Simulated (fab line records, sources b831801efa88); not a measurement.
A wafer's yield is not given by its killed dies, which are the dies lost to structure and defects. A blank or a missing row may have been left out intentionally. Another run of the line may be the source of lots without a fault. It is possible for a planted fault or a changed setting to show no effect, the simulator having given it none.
fab line records	flow sky130
record: lots: 12	wafers: 35	lastDay: 50
route steps=708 shown VIA4@652 METAL5@679 PASSIVATION@681 PAD_OPEN@702
lots that met no fault: from a run of the same line without faults
startH: start of the lot's first displayed wafer, in hours after the record's first day	waitH: time in hours since the lot's previous step	" as in the row above	L1.1+2: one row covering several wafers at once	- value missing, or start not given	* or withheld: withheld	< > ~ a bound
route shown NAME@n: NAME is a module with steps in the file, n the number in the route of the first one	usual: mean and standard deviation over wafers with no fault	same: alike in all rows	chamber/n: place in a boat	sites: the reading at each site	_std_site: standard deviation of those values	_edge_site: inner sites' mean taken away from outer sites' mean	radiusMm: how far each site lies from the wafer's centre	mask NAME#n: copy n	behind: the tool/chamber that last shaped the wafer	hold: cause of the lot's hold/its duration in hours/its outcome	device: which transistor (n, p or np) failed to switch	end of line: tests run on the same wafers once the route is complete	a step with no rows: only its recipe	killed: count of dies lost to structure and defects at first sort (not the wafer's yield)	map: a wafer's dies, x killed, . not, _ none there
set.NAME: the run value of the setting; set.NAME@STEP: its run value at that earlier step	model.NAME: the simulator's own value behind a step, which no gauge read
route steps across a sampled set of lots; one table per step, one row per wafer
services: the hour from which a tool's chamber was out of use, counted from the record's first day as startH (under 0 if before that day), plus the number of hours and why
== steps ==
step: SKY_VIA4_STRIP_13
recipe: chemistry: O2/N2	powerW: 1400	pressureMtorr: 1500	platenTempC: withheld	o2FlowSccm: 3000	n2FlowSccm: 300	overashFraction: 0.5
usual: drypumpMotorCurrentA: 5.7/0.46	o2FlowSccm: 2999/7.9	oesProductAu: 0.710/0.0046	stripTimeToEndpointS: 12.804/0.026
lot.wafer	tool	chamber	startH	waitH	drypumpMotorCurrentA	o2FlowSccm	oesProductAu	rfHoursCounterH	stripTimeToEndpointS
L559.1	plasmaAsher-04	1	998.62	-	5.0	3015	0.716	87	12.783
L559.2	"	0	"	"	6.2	2988	0.705	87	12.802
L559.5	"	1	"	"	5.0	3005	0.708	-	12.798
L561.1	plasmaAsher-01	1	1011.52	-	5.9	2989	0.709	27	12.825
L561.5	"	1	"	"	5.9	2995	0.708	-	12.777
L561.6	"	0	"	"	5.3	2999	0.721	-	12.786
L564.2	plasmaAsher-04	1	1063.30	-	5.0	3012	0.713	93	12.860
L564.6	"	1	"	"	5.0	2992	0.708	-	12.843
L568.1	plasmaAsher-01	1	1068.79	-	6.0	2999	0.718	33	12.772
L568.5	"	0	"	"	5.3	2991	0.711	-	12.828
L568.6	"	1	"	"	5.9	2999	0.708	-	12.827
L566.1	plasmaAsher-02	0	1070.27	-	5.8	2992	0.713	62	12.825
L566.2	"	1	"	"	5.9	2999	0.711	62	12.820
L566.4	"	0	"	"	5.8	3001	0.704	-	12.809
L569.2	plasmaAsher-04	1	1070.70	-	5.0	2980	0.702	94	12.825
L569.3	"	1	"	"	5.0	3002	0.714	-	12.792
L569.6	"	1	"	"	5.0	2986	0.708	-	12.822
L572.1	plasmaAsher-04	0	1092.19	-	6.2	3007	0.703	96	12.824
L572.3	"	0	"	"	6.2	3001	0.717	-	12.820
L572.5	"	1	"	"	5.0	2990	0.714	-	12.795
L578.3	plasmaAsher-01	1	1129.19	-	6.0	2991	0.708	-	12.782
L578.4	"	0	"	"	5.3	3003	0.709	-	12.835
L578.5	"	0	"	"	5.4	3006	0.709	-	12.791
L579.1	plasmaAsher-04	1	1130.94	-	5.0	3002	0.717	100	12.761
L579.2	"	0	"	"	6.2	3000	0.711	100	12.803
L579.3	"	0	"	"	6.2	2997	0.720	-	12.827
L580.1	plasmaAsher-02	1	1132.80	-	5.9	3018	0.713	68	12.790
L580.4	"	1	"	"	5.9	3009	0.718	-	12.783
L580.5	"	1	"	"	5.9	3015	0.711	-	12.749
L581.2	plasmaAsher-02	1	1137.05	-	5.9	3007	0.711	68	12.843
L581.4	"	1	"	"	5.9	3000	0.714	-	12.830
L581.5	"	0	"	"	5.7	2992	0.717	-	12.790
L582.3	plasmaAsher-02	1	1138.62	-	5.9	2994	0.707	-	12.768
L582.4	"	0	"	"	5.8	3000	0.701	-	12.773
L582.6	"	1	"	"	5.9	3007	0.715	-	12.836
step: SKY_METAL5_CLEAN_18
recipe: chemistry: IPA	timeS: 180	tempC: 25
lot.wafer	tool	chamber	startH	waitH
L559.1+2+5	wetBench-02	2	1023.12	0.0
L561.1+5+6	wetBench-04	1	1035.51	0.0
L564.2+6	wetBench-03	0	1086.41	0.0
L568.1+5+6	wetBench-02	0	1091.73	0.0
L566.1+2+4	wetBench-02	1	1092.35	0.0
L569.2+3+6	wetBench-03	2	1093.12	0.0
L572.1+3+5	wetBench-02	1	1114.64	0.0
L578.3+4+5	wetBench-02	0	1149.75	0.0
L579.1+2+3	wetBench-02	1	1151.75	0.0
L580.1+4+5	wetBench-04	3	1153.89	0.0
L581.2+4+5	wetBench-04	0	1158.04	0.0
L582.3+4+6	wetBench-04	1	1159.88	0.0
step: SKY_PASSIVATION_CVD_00
recipe: material: SiO2	targetThkNm: 90	tempC: 400	timeS: withheld	rfW: 600
usual: heaterPowerW: 637/110	susceptorTempC: 399.97/0.24
lot.wafer	tool	chamber	startH	waitH	heaterPowerW	susceptorTempC
L559.1	pecvd-02	2	1023.27	0.0	611	400.15
L559.2	"	0	"	"	487	399.91
L559.5	"	1	"	"	635	400.08
L561.1	pecvd-04	2	1035.67	0.0	583	400.19
L561.5	"	2	"	"	587	400.35
L561.6	"	0	"	"	801	399.83
L564.2	pecvd-03	0	1086.56	0.0	658	400.04
L564.6	"	1	"	"	694	400.00
L568.1	pecvd-02	1	1091.88	0.0	536	399.97
L568.5	"	0	"	"	482	399.64
L568.6	"	1	"	"	548	400.62
L566.1	pecvd-03	1	1092.50	0.0	708	400.17
L566.2	"	0	"	"	584	400.17
L566.4	"	0	"	"	584	400.05
L569.2	pecvd-04	1	1093.27	0.0	575	400.07
L569.3	"	2	"	"	545	399.93
L569.6	"	1	"	"	589	400.09
L572.1	pecvd-02	0	1114.79	0.0	503	400.08
L572.3	"	2	"	"	626	400.18
L572.5	"	2	"	"	640	400.12
L578.3	pecvd-03	1	1149.90	0.0	670	400.09
L578.4	"	2	"	"	874	400.12
L578.5	"	0	"	"	663	400.20
L579.1	pecvd-03	2	1151.91	0.0	859	400.23
L579.2	"	1	"	"	592	399.85
L579.3	"	0	"	"	652	399.62
L580.1	pecvd-04	0	1154.04	0.0	741	399.68
L580.4	"	1	"	"	558	399.74
L580.5	"	2	"	"	600	400.10
L581.2	pecvd-03	0	1158.19	0.0	551	399.85
L581.4	"	1	"	"	691	399.61
L581.5	"	2	"	"	811	400.02
L582.3	pecvd-03	0	1160.37	0.0	663	399.56
L582.4	"	1	"	"	691	399.47
L582.6	"	0	"	"	652	399.68
step: SKY_PAD_OPEN_STRIP_08
recipe: chemistry: O2/N2	powerW: 1400	pressureMtorr: 1500	platenTempC: withheld	overashFraction: 0.7	o2FlowSccm: 3000	n2FlowSccm: 300
usual: drypumpMotorCurrentA: 5.6/0.53	o2FlowSccm: 3001/9	oesProductAu: 0.663/0.0043	stripTimeToEndpointS: 37.08/0.11
lot.wafer	tool	chamber	startH	waitH	drypumpMotorCurrentA	o2FlowSccm	oesProductAu	rfHoursCounterH	stripTimeToEndpointS
L559.1	plasmaAsher-04	1	1067.37	0.1	5.0	2990	0.659	94	37.09
L559.2	"	0	"	"	6.2	3002	0.658	94	37.05
L559.5	"	0	"	"	6.2	2990	0.670	-	36.98
L561.1	plasmaAsher-01	1	1079.20	0.1	6.0	3000	0.664	34	37.31
L561.5	"	0	"	"	5.3	3005	0.667	-	37.34
L561.6	"	1	"	"	6.0	3012	0.664	-	37.17
L564.2	plasmaAsher-01	0	1127.50	0.1	5.3	2994	0.666	39	37.08
L564.6	"	1	"	"	5.9	3000	0.656	-	37.11
L568.1	plasmaAsher-01	1	1132.43	0.1	5.9	2999	0.672	39	37.01
L568.5	"	1	"	"	5.9	3000	0.657	-	36.88
L568.6	"	0	"	"	5.3	2996	0.667	-	37.07
L566.1	plasmaAsher-04	0	1133.08	0.1	6.2	3002	0.666	100	36.92
L566.2	"	1	"	"	5.0	3000	0.663	100	37.05
L566.4	"	0	"	"	6.2	3002	0.662	-	37.03
L569.2	plasmaAsher-01	1	1134.93	0.1	5.9	2995	0.662	40	37.13
L569.3	"	0	"	"	5.3	2986	0.661	-	37.25
L569.6	"	0	"	"	5.3	3011	0.660	-	37.17
L572.1	plasmaAsher-03	1	1152.93	0.1	6.1	3001	0.669	9	37.08
L572.3	"	0	"	"	4.8	3026	0.668	-	37.07
L572.5	"	1	"	"	6.1	2996	0.668	-	37.09
L578.3	plasmaAsher-04	1	1185.00	0.1	5.0	3002	0.662	-	37.31
L578.4	"	0	"	"	6.2	2994	0.654	-	37.20
L578.5	"	0	"	"	6.2	2983	0.663	-	37.19
L579.1	plasmaAsher-01	0	1185.60	0.1	5.3	3005	0.665	45	37.00
L579.2	"	1	"	"	5.9	2996	0.667	45	37.10
L579.3	"	0	"	"	5.3	2989	0.658	-	37.11
L580.1	plasmaAsher-04	1	1189.12	0.1	5.0	2997	0.663	104	36.88
L580.4	"	0	"	"	6.2	3008	0.660	-	37.07
L580.5	"	0	"	"	6.2	3006	0.665	-	36.99
L581.2	plasmaAsher-03	0	1192.00	0.1	4.8	3007	0.661	13	37.20
L581.4	"	0	"	"	4.8	3021	0.662	-	37.09
L581.5	"	0	"	"	4.8	3019	0.665	-	37.18
L582.3	plasmaAsher-01	1	1193.73	0.1	5.9	3003	0.654	-	37.01
L582.4	"	0	"	"	5.3	2989	0.664	-	37.01
L582.6	"	1	"	"	5.9	3006	0.668	-	36.96
step: SKY_PAD_OPEN_PROBE_99
usual: defectLimitedYield: 82.2/1.8	killed_at_M0_to_M3: 44/6	killed_at_M4_up: 3.3/2.1	killedAtContacts: 25/5.5	killedAtFrontEnd: 15/4.3	killedAtOther: 0.2/0.41	killedDies: 88/9.1	killedOpen: 48/6.6	killedShort: 39/6.7	sort_bin_3_pad_short: 0.9/0.4	sort_bin_5_function: 10.4/1.5	sort_bin_6_memory: 6.5/1.1	sortNPass: 404/9.1	sortYieldPct: 82.2/1.8
same: grossDies: 492	killedAtBackSide: 0	sort_bin_4_leakage[%]: 0	sort_bin_8_speed[%]: 0
lot.wafer	tool	chamber	startH	waitH	defectLimitedYield[%]	killed_at_M0_to_M3	killed_at_M4_up	killedAtContacts	killedAtFrontEnd	killedAtOther	killedDies	killedOpen	killedShort	sort_bin_3_pad_short[%]	sort_bin_5_function[%]	sort_bin_6_memory[%]	sortNPass	sortYieldPct[%]
L564.2	prober-02	-	1130.15	0.1	68.5	47	63	23	22	0	155	53	45	3.7	20.1	7.7	337	68.5
L564.6	prober-02	-	1130.35	0.2	73.0	39	57	19	18	0	133	40	39	3.7	16.3	7.1	359	73.0
L569.2	prober-02	-	1137.55	0.1	70.3	45	58	28	15	0	146	47	41	4.1	19.1	6.5	346	70.3
L569.3	prober-02	-	1137.60	0.2	70.9	49	59	21	14	0	143	43	41	3.7	19.1	6.3	349	70.9
L569.6	prober-02	-	1137.75	0.2	72.8	35	60	29	9	1	134	49	29	5.3	16.3	5.7	358	72.8
killed by level:class
L564.2 METAL5:unspecified=57 LI_CONTACT:geometricParticle:open=11 VIA1:geometricParticle:short=9 CONTACT:geometricParticle:open=8 POLY_GATE:geometricParticle:open=7 VIA1:geometricParticle:open=7 METAL2:geometricParticle:short=7 FIELD_ISO:geometricParticle:short=6
L564.6 METAL5:unspecified=53 VIA1:geometricParticle:open=7 VIA2:geometricParticle:open=7 CONTACT:geometricParticle:short=6 VIA3:geometricParticle:open=6 FIELD_ISO:geometricParticle:short=5 POLY_GATE:geometricParticle:short=5 CONTACT:geometricParticle:open=5
L569.2 METAL5:unspecified=58 VIA1:geometricParticle:open=16 CONTACT:geometricParticle:open=9 FIELD_ISO:geometricParticle:short=7 LI_CONTACT:geometricParticle:open=6 LOCAL_INTERCONNECT:geometricParticle:short=6 VIA3:geometricParticle:short=6 CONTACT:geometricParticle:short=5
L569.3 METAL5:unspecified=59 VIA1:geometricParticle:open=13 CONTACT:geometricParticle:open=10 VIA3:geometricParticle:open=7 FIELD_ISO:geometricParticle:short=6 VIA3:geometricParticle:short=6 VIA2:geometricParticle:open=5 POLY_GATE:geometricParticle:short=4
L569.6 METAL5:unspecified=56 CONTACT:geometricParticle:open=12 VIA1:geometricParticle:open=9 VIA3:geometricParticle:open=6 LI_CONTACT:geometricParticle:open=6 FIELD_ISO:geometricParticle:open=4 LOCAL_INTERCONNECT:geometricParticle:short=4 METAL1:geometricParticle:short=4
== services ==
tool	chamber	startH	hours	kind
pecvd-03	1	975.27	8.7	repair
pecvd-03	-	990.26	1.9	repair
pecvd-04	0	1001.84	5.5	scheduledDown
pecvd-03	2	1016.06	4.7	repair
plasmaAsher-03	-	1021.19	6.6	repair
pecvd-04	2	1027.17	5.5	scheduledDown
plasmaAsher-01	-	1028.74	1.6	repair
plasmaAsher-03	-	1055.25	9.0	pm
pecvd-03	0	1097.13	5.5	scheduledDown
pecvd-03	-	1098.14	1.4	repair
plasmaAsher-04	-	1102.55	1.8	repair
plasmaAsher-02	-	1122.54	0.7	repair
pecvd-03	2	1123.14	2.1	scheduledDown
pecvd-02	1	1127.06	4.7	repair
wetBench-03	-	1127.28	12.4	repair
pecvd-04	2	1131.93	2.1	scheduledDown
plasmaAsher-02	-	1133.45	2.8	pm
pecvd-02	1	1142.70	5.5	scheduledDown
plasmaAsher-04	-	1152.24	14.6	pm
plasmaAsher-02	-	1154.22	3.8	repair
plasmaAsher-01	-	1174.11	2.1	repair
plasmaAsher-04	-	1175.37	2.8	pm
pecvd-03	0	1180.62	-	clean
pecvd-03	0	1180.62	-	consumableReplace:showerhead
== key ==
firstSign: step: SKY_PAD_OPEN_PROBE_99	reading: killed_at_M4_up	direction: up	sigmas: 27	usual: 3.3	struck: 59.4
effect: step: SKY_PAD_OPEN_PROBE_99	reading: sort_bin_3_pad_short	direction: up	sigmas: 8	usual: 0.9	struck: 4.1
metAt SKY_METAL5_CLEAN_18
struckLots L564,L569
notActingAt SKY_VIA4_STRIP_13,SKY_PASSIVATION_CVD_00,SKY_PAD_OPEN_STRIP_08
fault: kind: chamberParticleSource	tool: wetBench-03	chamber: -	onsetH: 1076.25	steps: SKY_METAL5_CLEAN_18	ratePerVisitCm2: 1.563	endH: 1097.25
